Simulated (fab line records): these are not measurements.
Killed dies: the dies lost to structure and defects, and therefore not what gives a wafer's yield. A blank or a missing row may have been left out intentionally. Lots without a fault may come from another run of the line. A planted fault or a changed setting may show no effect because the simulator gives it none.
Which tool is to blame? :: flow sky130 :: 6 lots, 18 wafers sampled, at 2 steps of a route of 708

== WHAT EACH GAUGE READ, for each wafer ==
SKY_LDD_HVN_TW_MEAS_10.
lot: L837
measured: day 19 23:06
on: film_metro-01
LDD_HVN_TW: 1448 1443 1446

lot: L839
measured: day 20 15:38
on: film_metro-02
LDD_HVN_TW: 1441 1441 1442

lot: L841
measured: day 21 10:40
on: film_metro-04
LDD_HVN_TW: 1438 1430 1427

lot: L850
measured: day 25 12:49
on: film_metro-01
LDD_HVN_TW: 1478 1469 1475

lot: L852
measured: day 26 05:25
on: film_metro-02
LDD_HVN_TW: 1462 1456 1465

lot: L859
measured: day 28 01:39
on: film_metro-02
LDD_HVN_TW: 1435 1429 1430

== TOOL THAT RAN EACH LOT (tool first, then ch and the chambers of the sampled wafers, then the start) ==
lot: L837
SKY_LDD_HVN_IMPLANT_08: implanter-02 ch 0, day 19 22:51

lot: L839
SKY_LDD_HVN_IMPLANT_08: implanter-01 ch 0, day 20 15:25

lot: L841
SKY_LDD_HVN_IMPLANT_08: implanter-03 ch 0, day 21 10:25

lot: L850
SKY_LDD_HVN_IMPLANT_08: implanter-01 ch 0, day 25 12:35

lot: L852
SKY_LDD_HVN_IMPLANT_08: implanter-01 ch 0, day 26 05:11

lot: L859
SKY_LDD_HVN_IMPLANT_08: implanter-03 ch 0, day 28 01:24
- SKY_LDD_HVN_IMPLANT_08

== THE ANSWER, worked out from the rows above alone ==
Rule: the lots themselves supply what counts as usual. The widest of any qualifying gaps counts: lots, ordered by their means at a reading, are off when they make up no more than a third of the lots, leave a main group of 4 or more, and stand apart from it by 3 or more times the standard deviation of that group's means. If all means in a main group match to the digits the tables above print for the reading, that group is not used. Also off: a lot with no number at a reading for which 4 or more lots have one. Any other lot the step has rows for is counted as sound.
No lot is off at any reading shown: from this, nothing can be told.

== WHAT THE SIMULATOR HAD PUT IN ==
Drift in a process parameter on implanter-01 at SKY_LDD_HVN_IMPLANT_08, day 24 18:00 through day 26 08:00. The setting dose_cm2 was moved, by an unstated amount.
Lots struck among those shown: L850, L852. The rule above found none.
